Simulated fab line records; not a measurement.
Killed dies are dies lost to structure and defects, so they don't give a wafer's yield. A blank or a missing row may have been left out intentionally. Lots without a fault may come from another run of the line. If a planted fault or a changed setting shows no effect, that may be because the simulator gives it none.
fab line records	flow sky130
record: lots: 6	wafers: 18	last_day: 50
route steps=708 shown RES_XHIGH@339 SD_N@342 SD_P@359 PAD_OPEN@708
lots with no fault: from the same line, run without faults
start_h: start of the lot's first displayed wafer, in hours after the record's first day	wait_h: hours elapsed since this lot's preceding step	" same as the row above	L1.1+2: several wafers, shown together as one row	- no value, or no start given	* or withheld: withheld	< > ~ a bound
route shown NAME@n: names a module that has steps shown in the file, with the first one's number in the route	usual: mean/standard deviation of fault-free wafers	same: alike in all rows	chamber/n: place in a boat	sites: the reading at each site	_std_site: the standard deviation of these	_edge_site: mean of outer sites minus mean of inner sites	radius_mm: for every site, how far away it sits from the centre of the wafer	mask NAME#n: copy n	behind: tool/chamber where the wafer was last shaped	hold: why the lot went on hold/how many hours it stayed there/how the hold came to an end	device: which transistor (n, p or np) failed to switch	end of line: the route-end tests of the same wafers	a step without rows: its recipe alone	killed: count of dies lost to structure and defects at first sort (not the wafer's yield)	map: the dies of a wafer, with x for killed, . for not killed, _ for no die there
set.NAME: setting as actually run; set.NAME@STEP: the setting as run at that earlier step	model.NAME: the simulator's own value behind a step, which no gauge read
certain route steps with their lots: each step a table, each wafer a row
services: a tool's chamber out of use, with start hour (start_h, from the record's first day; less than 0 if before it), hours out, and reason
== steps ==
step: SKY_RES_XHIGH_IMPLANT_07
recipe: species: BF2	energy_kev: 20	dose_cm2: 3.6e+14	tilt_deg: 0
step: SKY_RES_XHIGH_STRIP_08
recipe: chemistry: O2/N2	power_w: 1400	pressure_mtorr: 1500	platen_temp_c: withheld	o2_flow_sccm: 3000	n2_flow_sccm: 300	overash_fraction: 0.5
usual: chamber_pressure_mTorr: 1500.0/1.3	drypump_motor_current_A: 5.77/0.17	n2_flow_sccm: 300.1/0.86	oes_product_au: 0.711/0.0044	strip_time_to_endpoint_s: 14.28/0.038
lot.wafer	tool	chamber	start_h	wait_h	chamber_pressure_mTorr	drypump_motor_current_A	n2_flow_sccm	oes_product_au	rf_hours_counter_h	strip_time_to_endpoint_s
L206.1	plasma_asher-02	1	624.13	0.1	1499.6	5.88	300.5	0.712	83	14.29
L206.5	"	0	"	"	1500.0	5.54	299.1	0.711	-	14.30
L206.6	"	1	"	"	1499.2	5.85	298.7	0.707	-	14.29
L214.3	plasma_asher-02	1	717.41	0.1	1501.0	5.88	299.0	0.712	-	14.29
L214.4	"	0	"	"	1501.9	5.54	301.2	0.713	-	14.24
L214.6	"	1	"	"	1497.7	5.90	300.7	0.706	-	14.29
L222.2	plasma_asher-02	0	760.66	0.1	1501.7	5.53	299.2	0.707	96	14.29
L222.3	"	0	"	"	1500.1	5.56	299.4	0.702	-	14.25
L222.6	"	0	"	"	1499.3	5.54	299.8	0.718	-	14.31
L223.2	plasma_asher-02	1	763.41	0.1	1499.8	5.86	300.8	0.705	97	14.25
L223.5	"	1	"	"	1499.5	5.89	300.4	0.707	-	14.23
L223.6	"	0	"	"	1500.0	5.56	298.3	0.706	-	14.23
L227.2	plasma_asher-01	1	798.18	0.1	1498.0	5.78	299.8	0.708	5	14.30
L227.3	"	0	"	"	1499.7	5.85	300.8	0.711	-	14.29
L227.4	"	1	"	"	1500.6	5.78	300.4	0.710	-	14.25
L228.1	plasma_asher-03	0	798.48	0.1	1502.3	6.07	301.3	0.714	65	14.29
L228.3	"	0	"	"	1499.8	6.07	301.2	0.708	-	14.28
L228.4	"	1	"	"	1499.7	5.55	298.4	0.704	-	14.27
step: SKY_RES_XHIGH_TW_MEAS_09
usual: RES_XHIGH_TW: 1643/23
lot.wafer	tool	chamber	start_h	wait_h	RES_XHIGH_TW
L206.1	film_metro-03	-	624.23	0.1	1643
L206.5	"	-	"	"	1642
L206.6	"	-	"	"	1645
L214.3	film_metro-03	-	717.50	0.1	1636
L214.4	"	-	"	"	1625
L214.6	"	-	"	"	1635
L222.2	film_metro-03	-	760.77	0.1	1621
L222.3	"	-	"	"	1629
L222.6	"	-	"	"	1628
L223.2	film_metro-02	-	763.52	0.1	1626
L223.5	"	-	"	"	1617
L223.6	"	-	"	"	1626
L227.2	film_metro-03	-	798.29	0.1	1628
L227.3	"	-	"	"	1636
L227.4	"	-	"	"	1636
L228.1	film_metro-02	-	798.58	0.1	1629
L228.3	"	-	"	"	1630
L228.4	"	-	"	"	1631
step: SKY_SD_N_DEHYDRATE_00
recipe: temp_c: 200	time_s: 60
step: SKY_SD_N_HMDS_01
recipe: prime_time_s: 60	prime_temp_c: 120
step: SKY_SD_N_COAT_02
recipe: resist: NOVOLAK	spin_rpm: 3000	resist_thk_nm: 1140
step: SKY_SD_N_SOFTBAKE_03
recipe: temp_c: 90	time_s: 60	resist: NOVOLAK
step: SKY_SD_N_EXPOSE_04
recipe: mask_id: NSDM	na: 0.6	source_shape: conventional	sigma_outer: 0.6	polarization: unpolarized	target_cd_nm: 380	dose_mj: 141
step: SKY_SD_N_PEB_05
recipe: temp_c: withheld	time_s: *	resist: NOVOLAK
step: SKY_SD_N_DEVELOP_06
recipe: resist: NOVOLAK	developer: TMAH	develop_time_s: 60	dev_temp_c: 23
step: SKY_SD_N_CD_MEAS_07
recipe: target_cd_nm: 380
usual: cd_nm: 380.7/2.2
lot.wafer	tool	chamber	start_h	wait_h	cd_nm
L206.1	cd_sem-02	-	652.91	0.1	385.3
L206.5	"	-	"	"	385.4
L206.6	"	-	"	"	384.5
L214.3	cd_sem-02	-	745.34	0.1	376.2
L214.4	"	-	"	"	375.5
L214.6	"	-	"	"	374.0
L222.2	cd_sem-01	-	787.36	0.1	381.0
L222.3	"	-	"	"	378.2
L222.6	"	-	"	"	379.0
L223.2	cd_sem-01	-	790.63	0.1	379.1
L223.5	"	-	"	"	381.7
L223.6	"	-	"	"	383.2
L227.2	cd_sem-01	-	823.79	0.1	379.2
L227.3	"	-	"	"	378.0
L227.4	"	-	"	"	377.3
L228.1	cd_sem-01	-	824.34	0.1	378.9
L228.3	"	-	"	"	383.7
L228.4	"	-	"	"	380.7
step: SKY_SD_N_OVL_MEAS_08
usual: SD_N_OVL: -1.3/1.1
lot.wafer	tool	chamber	start_h	wait_h	SD_N_OVL[nm]
L206.1	overlay-02	-	653.03	0.1	-1.5
L206.5	"	-	"	"	-1.5
L206.6	"	-	"	"	-0.9
L214.3	overlay-01	-	745.43	0.1	-1.9
L214.4	"	-	"	"	-1.0
L214.6	"	-	"	"	-1.4
L222.2	overlay-01	-	787.46	0.1	-1.7
L222.3	"	-	"	"	0.1
L222.6	"	-	"	"	-1.7
L223.2	overlay-02	-	790.73	0.1	1.0
L223.5	"	-	"	"	-0.9
L223.6	"	-	"	"	-0.5
L227.2	overlay-01	-	823.89	0.1	-1.2
L227.3	"	-	"	"	-2.8
L227.4	"	-	"	"	-1.2
L228.1	overlay-01	-	824.46	0.1	-2.2
L228.3	"	-	"	"	-2.3
L228.4	"	-	"	"	-2.6
step: SKY_SD_N_IMPLANT_09
recipe: species: As	energy_kev: 50	dose_cm2: 4e+15	tilt_deg: 0
usual: beam_on_s: 19.1/0.58	dose_ions_cm2: 4e+15/4.6e+12	end_station_pressure_torr: 1.27e-05/7.1e-07
lot.wafer	tool	chamber	start_h	wait_h	beam_on_s	dose_ions_cm2	end_station_pressure_torr
L206.1	implanter-01	0	653.06	0.0	20.2	3.993e+15	1.26e-05
L206.5	"	0	"	"	19.6	3.994e+15	1.18e-05
L206.6	"	0	"	"	19.6	3.998e+15	1.31e-05
L214.3	implanter-02	0	745.50	0.1	19.3	4.003e+15	1.17e-05
L214.4	"	0	"	"	19.3	3.998e+15	1.1e-05
L214.6	"	0	"	"	18.4	4.002e+15	1.27e-05
L222.2	implanter-01	0	787.52	0.0	29.7	6.111e+15	1e-05
L222.3	"	0	"	"	31.2	6.118e+15	9.8e-06
L222.6	"	0	"	"	31.0	6.112e+15	1.09e-05
L223.2	implanter-01	0	790.79	0.0	30.0	6.12e+15	1.13e-05
L223.5	"	0	"	"	29.2	6.117e+15	1.16e-05
L223.6	"	0	"	"	30.5	6.119e+15	1.01e-05
L227.2	implanter-02	0	824.13	0.2	19.3	4.006e+15	1.31e-05
L227.3	"	0	"	"	19.0	3.996e+15	1.2e-05
L227.4	"	0	"	"	19.1	3.998e+15	1.31e-05
L228.1	implanter-02	0	824.49	0.0	19.4	3.996e+15	1.22e-05
L228.3	"	0	"	"	19.3	4.003e+15	1.34e-05
L228.4	"	0	"	"	18.9	4.001e+15	1.24e-05
step: SKY_SD_N_IMPLANT_10
recipe: species: P	energy_kev: 20	dose_cm2: 1e+14	tilt_deg: 0
step: SKY_SD_N_STRIP_11
recipe: chemistry: O2/N2	power_w: 1400	pressure_mtorr: 1500	platen_temp_c: withheld	o2_flow_sccm: 3000	n2_flow_sccm: 300	overash_fraction: 0.5
usual: chamber_pressure_mTorr: 1500.2/1.4	drypump_motor_current_A: 5.76/0.12	n2_flow_sccm: 300.1/0.91	oes_product_au: 0.527/0.0045	strip_time_to_endpoint_s: 22.55/0.044
lot.wafer	tool	chamber	start_h	wait_h	chamber_pressure_mTorr	drypump_motor_current_A	n2_flow_sccm	oes_product_au	rf_hours_counter_h	strip_time_to_endpoint_s
L206.1	plasma_asher-01	0	653.36	0.1	1500.4	5.86	300.7	0.526	94	22.53
L206.5	"	0	"	"	1501.0	5.84	300.7	0.527	-	22.56
L206.6	"	1	"	"	1501.5	5.78	301.2	0.527	-	22.53
L214.3	plasma_asher-04	1	745.79	0.1	1499.2	5.81	300.6	0.530	-	22.53
L214.4	"	0	"	"	1499.9	5.74	299.1	0.522	-	22.54
L214.6	"	0	"	"	1500.1	5.70	300.4	0.529	-	22.58
L222.2	plasma_asher-02	0	787.79	0.1	1500.7	5.55	300.0	0.515	99	23.48
L222.3	"	1	"	"	1498.1	5.89	301.1	0.517	-	23.52
L222.6	"	1	"	"	1501.6	5.86	299.3	0.514	-	23.52
L223.2	plasma_asher-01	0	791.06	0.1	1499.6	5.83	299.5	0.524	5	23.51
L223.5	"	1	"	"	1501.1	5.80	299.9	0.519	-	23.53
L223.6	"	0	"	"	1501.2	5.83	299.1	0.515	-	23.54
L227.2	plasma_asher-04	0	824.40	0.1	1500.4	5.71	300.0	0.522	39	22.63
L227.3	"	1	"	"	1503.2	5.80	300.6	0.521	-	22.57
L227.4	"	0	"	"	1500.7	5.75	300.4	0.534	-	22.57
L228.1	plasma_asher-02	1	824.79	0.1	1499.5	5.91	300.2	0.533	103	22.64
L228.3	"	0	"	"	1499.5	5.55	301.2	0.529	-	22.63
L228.4	"	1	"	"	1500.0	5.90	299.5	0.526	-	22.62
step: SKY_SD_N_TW_MEAS_12
usual: SD_N_TW: 4015/60
lot.wafer	tool	chamber	start_h	wait_h	SD_N_TW
L206.1	film_metro-04	-	653.46	0.1	4053
L206.5	"	-	"	"	4036
L206.6	"	-	"	"	4034
L214.3	film_metro-02	-	745.87	0.1	3951
L214.4	"	-	"	"	3911
L214.6	"	-	"	"	3922
L222.2	film_metro-03	-	787.90	0.1	4003
L222.3	"	-	"	"	4027
L222.6	"	-	"	"	4035
L223.2	film_metro-02	-	791.17	0.1	4025
L223.5	"	-	"	"	4022
L223.6	"	-	"	"	4032
L227.2	film_metro-04	-	824.51	0.1	4065
L227.3	"	-	"	"	4080
L227.4	"	-	"	"	4105
L228.1	film_metro-04	-	824.89	0.1	4063
L228.3	"	-	"	"	4055
L228.4	"	-	"	"	4066
step: SKY_SD_N_CLEAN_13
recipe: chemistry: SC1/SC2	mix: 1:4:20	temp_c: 70	time_s: 150	dry: n2_spin
step: SKY_SD_N_RTA_14
recipe: temp_c: 1075	time_s: 2	idle_temp_c: 650	ramp_up_c_per_s: 150	ramp_down_c_per_s: 90	ambient: N2
usual: chamber_o2_ppm: 1.999/0.021	lamp_power_pct: 15.74/0.049	wafer_temp_C_max: 1078.1/1.4
lot.wafer	tool	chamber	start_h	wait_h	chamber_o2_ppm	lamp_power_pct	wafer_temp_C_max
L206.1	rtp_anneal-02	0	653.57	0.0	2.006	15.71	1078.4
L206.5	"	0	"	"	1.997	15.79	1077.7
L206.6	"	0	"	"	1.970	15.81	1078.5
L214.3	rtp_anneal-01	0	745.98	0.0	1.986	15.72	1078.6
L214.4	"	0	"	"	1.982	15.80	1079.1
L214.6	"	0	"	"	1.995	15.78	1077.4
L222.2	rtp_anneal-02	0	788.02	0.0	2.035	15.69	1077.4
L222.3	"	0	"	"	2.035	15.78	1079.0
L222.6	"	0	"	"	2.026	15.76	1080.1
L223.2	rtp_anneal-01	0	791.29	0.0	1.998	15.67	1077.3
L223.5	"	0	"	"	2.019	15.80	1076.0
L223.6	"	0	"	"	1.993	15.77	1077.7
L227.2	rtp_anneal-01	0	824.62	0.0	1.990	15.76	1077.9
L227.3	"	0	"	"	2.001	15.67	1077.6
L227.4	"	0	"	"	2.002	15.68	1078.2
L228.1	rtp_anneal-02	0	825.00	0.0	1.997	15.64	1075.7
L228.3	"	0	"	"	1.986	15.67	1076.5
L228.4	"	0	"	"	2.019	15.77	1079.9
step: SKY_SD_N_RS_MEAS_16
recipe: thk_meas_gauge: four-point-probe
usual: SD_N_RS: 68.51/0.1
lot.wafer	tool	chamber	start_h	wait_h	SD_N_RS[ohm/sq]
L206.1	film_metro-04	-	653.75	0.1	68.48
L206.5	"	-	"	"	68.59
L206.6	"	-	"	"	68.39
L214.3	film_metro-03	-	746.18	0.1	68.63
L214.4	"	-	"	"	68.56
L214.6	"	-	"	"	68.61
L222.2	film_metro-04	-	788.20	0.1	65.36
L222.3	"	-	"	"	65.36
L222.6	"	-	"	"	65.28
L223.2	film_metro-02	-	791.47	0.1	65.48
L223.5	"	-	"	"	65.38
L223.6	"	-	"	"	65.42
L227.2	film_metro-03	-	824.81	0.1	68.52
L227.3	"	-	"	"	68.36
L227.4	"	-	"	"	68.62
L228.1	film_metro-02	-	825.18	0.1	68.59
L228.3	"	-	"	"	68.47
L228.4	"	-	"	"	68.56
step: SKY_SD_N_RS_MEAS_17
recipe: thk_meas_gauge: four-point-probe
usual: SD_P_RS: 147.8/0.35
lot.wafer	tool	chamber	start_h	wait_h	SD_P_RS[ohm/sq]
L206.1	film_metro-04	-	653.87	0.1	147.9
L206.5	"	-	"	"	147.9
L206.6	"	-	"	"	147.6
L214.3	film_metro-03	-	746.30	0.1	147.6
L214.4	"	-	"	"	147.6
L214.6	"	-	"	"	147.8
L222.2	film_metro-04	-	788.32	0.1	147.6
L222.3	"	-	"	"	147.4
L222.6	"	-	"	"	147.6
L223.2	film_metro-02	-	791.59	0.1	147.8
L223.5	"	-	"	"	148.0
L223.6	"	-	"	"	147.8
L227.2	film_metro-03	-	824.93	0.1	147.5
L227.3	"	-	"	"	147.5
L227.4	"	-	"	"	147.6
L228.1	film_metro-02	-	825.30	0.1	148.0
L228.3	"	-	"	"	148.1
L228.4	"	-	"	"	147.9
step: SKY_PAD_OPEN_PROBE_99
usual: killed_at_M0_to_M3: 43/6.9	killed_at_M4_up: 3.0/1.8	killed_at_contacts: 24/4.8	killed_at_front_end: 15/4.5	killed_at_other: 0.4/0.67	killed_dies: 86/9.2	killed_open: 46/6.9	killed_short: 39/6
same: gross_dies: 492	killed_at_back_side: 0
lot.wafer	tool	chamber	start_h	wait_h	killed_at_M0_to_M3	killed_at_M4_up	killed_at_contacts	killed_at_front_end	killed_at_other	killed_dies	killed_open	killed_short	model.etest.res_ndiff.line_ohm_um	model.etest.nfet_g5v0d10v5.r_on_ohm_um	model.etest.sonos_uncharged.r_on_ohm_um	model.etest.licon_ndiff.rc_ohm	model.etest.res_ndiff_hv.rs_ohm_sq	model.etest.res_ndiff.rs_ohm_sq	model.etest.nfet_01v8_lvt.vt_sat_v
L206.1	prober-01	-	1079.68	0.1	45	2	21	21	0	89	49	40	791.7	1905	832	186.2	117.5	124.1	0.5492
L206.5	prober-01	-	1079.88	0.2	49	3	26	15	0	93	52	41	763.9	1921	821.4	186.1	117.7	124.7	0.5412
L206.6	prober-01	-	1079.93	0.2	43	7	22	16	0	88	46	41	779.3	1902	816	184.7	117.6	123.8	0.5397
L214.3	prober-02	-	1145.99	0.2	31	8	21	21	0	81	41	40	773.2	1869	798.7	185.7	116.3	121.4	0.5258
L214.4	prober-02	-	1146.04	0.2	37	7	29	11	0	84	40	44	779.8	1863	808.8	184.1	116.1	122.6	0.5291
L214.6	prober-02	-	1146.14	0.2	38	6	21	25	0	90	49	41	775	1874	823.8	175	116.7	122.6	0.5337
L222.2	prober-02	-	1177.01	0.1	52	4	24	13	0	93	48	45	687.9	1834	793.5	169	103	108.3	0.5338
L222.3	prober-02	-	1177.06	0.2	42	3	30	17	0	92	58	34	689.9	1838	775.4	164.5	102.1	108.7	0.5417
L222.6	prober-02	-	1177.21	0.2	40	0	20	20	0	80	48	30	689.7	1835	781.4	171.8	102.7	109.3	0.5329
L223.2	prober-01	-	1178.75	0.1	53	6	23	15	0	97	57	39	700.5	1838	774.6	160.9	101.5	107.8	0.5311
L223.5	prober-01	-	1178.90	0.2	42	6	25	22	1	96	54	42	694.8	1853	775	164.7	102.6	108.5	0.5308
L223.6	prober-01	-	1178.95	0.2	52	3	19	7	0	81	52	29	686.1	1849	770	166.9	102.4	108.5	0.5185
L227.2	prober-01	-	1199.76	0.1	43	1	19	12	0	75	39	35	750.1	1843	800.9	185.9	113	118.4	0.5345
L227.3	prober-01	-	1199.81	0.2	45	3	23	11	0	82	47	35	744.7	1871	799.6	179	111.8	118.9	0.5434
L227.4	prober-01	-	1199.86	0.2	40	2	34	25	0	101	57	44	744.9	1875	805.7	184.8	113	119.8	0.5411
L228.1	prober-02	-	1199.84	0.1	50	2	23	8	0	83	44	39	768.3	1867	824.3	178	114.3	119.8	0.5563
L228.3	prober-02	-	1199.94	0.2	50	5	21	10	1	87	42	45	787.4	1864	836	182.3	114.5	120.7	0.5603
L228.4	prober-02	-	1199.99	0.2	42	2	20	20	1	85	46	39	779.1	1856	821	175.2	114.3	121.3	0.5601
killed by level:class
L206.1 VIA2:geometric_particle:open=12 POLY_GATE:geometric_particle:open=9 CONTACT:geometric_particle:open=9 METAL2:geometric_particle:short=8 POLY_GATE:geometric_particle:short=6 LOCAL_INTERCONNECT:geometric_particle:short=6 VIA1:geometric_particle:open=5 VIA1:geometric_particle:short=5
L206.5 VIA1:geometric_particle:open=10 VIA3:geometric_particle:open=10 LI_CONTACT:geometric_particle:open=7 METAL1:geometric_particle:short=6 CONTACT:geometric_particle:open=5 LOCAL_INTERCONNECT:geometric_particle:short=5 VIA2:geometric_particle:open=5 LI_CONTACT:geometric_particle:short=4
L206.6 CONTACT:geometric_particle:open=10 METAL2:geometric_particle:short=8 VIA3:geometric_particle:open=7 LI_CONTACT:geometric_particle:open=6 VIA1:geometric_particle:open=6 METAL1:geometric_particle:short=5 VIA1:geometric_particle:short=4 POLY_GATE:geometric_particle:open=4
L214.3 LI_CONTACT:geometric_particle:open=8 CONTACT:geometric_particle:open=7 METAL1:geometric_particle:short=7 METAL4:geometric_particle:short=7 VIA1:geometric_particle:open=5 FIELD_ISO:geometric_particle:short=4 POLY_GATE:geometric_particle:short=4 LOCAL_INTERCONNECT:geometric_particle:short=4
L214.4 CONTACT:geometric_particle:open=13 VIA1:geometric_particle:open=8 VIA1:geometric_particle:short=8 CONTACT:geometric_particle:short=7 METAL2:geometric_particle:short=6 LI_CONTACT:geometric_particle:open=5 METAL4:geometric_particle:short=5 VIA3:geometric_particle:open=4
L214.6 VIA1:geometric_particle:open=13 FIELD_ISO:geometric_particle:open=9 POLY_GATE:geometric_particle:short=7 VIA1:geometric_particle:short=6 LI_CONTACT:geometric_particle:open=5 VIA3:geometric_particle:open=5 LOCAL_INTERCONNECT:geometric_particle:short=4 VIA2:geometric_particle:open=4
L222.2 CONTACT:geometric_particle:open=12 METAL1:geometric_particle:short=12 LI_CONTACT:geometric_particle:open=8 VIA1:geometric_particle:short=8 VIA1:geometric_particle:open=8 VIA2:geometric_particle:open=6 VIA3:geometric_particle:open=5 FIELD_ISO:geometric_particle:short=4
L222.3 VIA1:geometric_particle:open=13 LI_CONTACT:geometric_particle:open=12 CONTACT:geometric_particle:open=8 VIA3:geometric_particle:open=7 VIA2:geometric_particle:open=6 FIELD_ISO:geometric_particle:open=5 VIA1:geometric_particle:short=5 POLY_GATE:geometric_particle:short=5
L222.6 CONTACT:geometric_particle:open=9 VIA1:geometric_particle:open=9 LI_CONTACT:geometric_particle:open=7 FIELD_ISO:geometric_particle:short=6 VIA2:geometric_particle:open=6 FIELD_ISO:geometric_particle:open=6 VIA3:geometric_particle:open=5 METAL1:geometric_particle:short=4
L223.2 VIA1:geometric_particle:open=20 CONTACT:geometric_particle:open=11 VIA1:geometric_particle:short=8 LI_CONTACT:geometric_particle:open=7 VIA2:geometric_particle:open=6 FIELD_ISO:geometric_particle:short=5 POLY_GATE:geometric_particle:open=4 VIA3:geometric_particle:short=4
L223.5 VIA1:geometric_particle:open=12 CONTACT:geometric_particle:open=9 LI_CONTACT:geometric_particle:open=8 VIA3:geometric_particle:open=7 POLY_GATE:geometric_particle:short=6 VIA1:geometric_particle:short=6 FIELD_ISO:geometric_particle:short=5 FIELD_ISO:geometric_particle:open=4
L223.6 VIA1:geometric_particle:open=16 VIA3:geometric_particle:open=12 METAL2:geometric_particle:short=6 CONTACT:geometric_particle:short=5 CONTACT:geometric_particle:open=4 LI_CONTACT:geometric_particle:open=4 VIA1:geometric_particle:short=4 VIA2:geometric_particle:open=4
L227.2 VIA2:geometric_particle:open=9 METAL1:geometric_particle:short=9 CONTACT:geometric_particle:open=7 VIA1:geometric_particle:short=7 LI_CONTACT:geometric_particle:open=6 FIELD_ISO:geometric_particle:open=5 VIA1:geometric_particle:open=5 VIA3:geometric_particle:open=4
L227.3 LI_CONTACT:geometric_particle:open=8 VIA1:geometric_particle:open=8 FIELD_ISO:geometric_particle:open=7 METAL2:geometric_particle:short=7 VIA2:geometric_particle:open=7 CONTACT:geometric_particle:open=6 METAL1:geometric_particle:short=5 VIA1:geometric_particle:short=4
L228.1 VIA3:geometric_particle:open=12 VIA1:geometric_particle:open=9 METAL1:geometric_particle:short=7 VIA1:geometric_particle:short=6 CONTACT:geometric_particle:short=6 CONTACT:geometric_particle:open=6 LI_CONTACT:geometric_particle:open=5 METAL2:geometric_particle:short=3
L227.4 CONTACT:geometric_particle:open=20 VIA1:geometric_particle:open=9 FIELD_ISO:geometric_particle:open=7 METAL1:geometric_particle:short=7 FIELD_ISO:geometric_particle:short=6 LI_CONTACT:geometric_particle:open=6 METAL2:geometric_particle:short=6 POLY_GATE:geometric_particle:open=5
L228.3 VIA1:geometric_particle:open=13 METAL1:geometric_particle:short=9 LOCAL_INTERCONNECT:geometric_particle:short=7 VIA3:geometric_particle:open=6 FIELD_ISO:geometric_particle:short=5 VIA2:geometric_particle:open=5 VIA1:geometric_particle:short=5 LI_CONTACT:geometric_particle:open=4
L228.4 VIA1:geometric_particle:open=13 LOCAL_INTERCONNECT:geometric_particle:short=7 VIA1:geometric_particle:short=7 POLY_GATE:geometric_particle:open=6 FIELD_ISO:geometric_particle:short=5 LOCAL_INTERCONNECT:geometric_particle:open=5 LI_CONTACT:geometric_particle:open=4 VIA3:geometric_particle:open=4
== services ==
tool	chamber	start_h	hours	kind
implanter-02	-	613.87	17.7	pm
plasma_asher-01	-	615.14	4.3	pm
rtp_anneal-01	-	624.31	5.8	pm
implanter-02	-	635.12	22.5	pm
plasma_asher-04	-	641.20	1.4	repair
plasma_asher-02	-	643.89	1.7	repair
implanter-02	-	671.83	2.1	repair
plasma_asher-01	-	716.09	1.6	repair
plasma_asher-01	-	733.75	9.0	pm
plasma_asher-01	0	733.75	9.0	vent_cycle
plasma_asher-01	1	733.75	9.0	vent_cycle
plasma_asher-01	-	740.57	1.8	repair
plasma_asher-01	0	742.75	-	clean
plasma_asher-01	1	742.75	-	clean
implanter-01	-	743.13	0.9	repair
implanter-01	-	774.54	2.8	repair
implanter-01	-	794.92	1.8	repair
plasma_asher-03	-	799.71	1.4	repair
implanter-01	-	820.02	27.7	pm
== key ==
first_sign: step: SKY_SD_N_IMPLANT_09	reading: dose_ions_cm2	direction: up	sigmas: 99+	usual: *	struck: *
effect: step: SKY_SD_N_IMPLANT_09	reading: beam_on_s	direction: up	sigmas: 19	usual: 19.1	struck: 30.3
effect: step: SKY_SD_N_STRIP_11	reading: strip_time_to_endpoint_s	direction: up	sigmas: 22	usual: *	struck: *
effect: step: SKY_SD_N_RS_MEAS_16	reading: SD_N_RS	direction: down	sigmas: 31	usual: 68.51	struck: 65.38
model_effect: step: SKY_PAD_OPEN_PROBE_99	value: etest.res_ndiff.line_ohm_um	without: 759.9	struck: 691.5
met_at SKY_SD_N_IMPLANT_09
struck_wafers L222.2,L222.3,L222.6,L223.2,L223.5,L223.6
tester_left_out L222,L223
onset_between 653.06 787.52
fault: kind: process_parameter_drift	tool: implanter-01	chamber: -	onset_h: 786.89	steps: SKY_SD_N_IMPLANT_09	channel: dose_cm2	offset: *	shape: step	end_h: 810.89	acts_in: *	stated: *
tester_left_out: of these lots the tester's yield and bins aren't shown, on N5 and GAA mostly nor the transistor test; their killed dies are dies lost to structure and defects alone, not to doping, threshold or leakage, so they don't give the yield
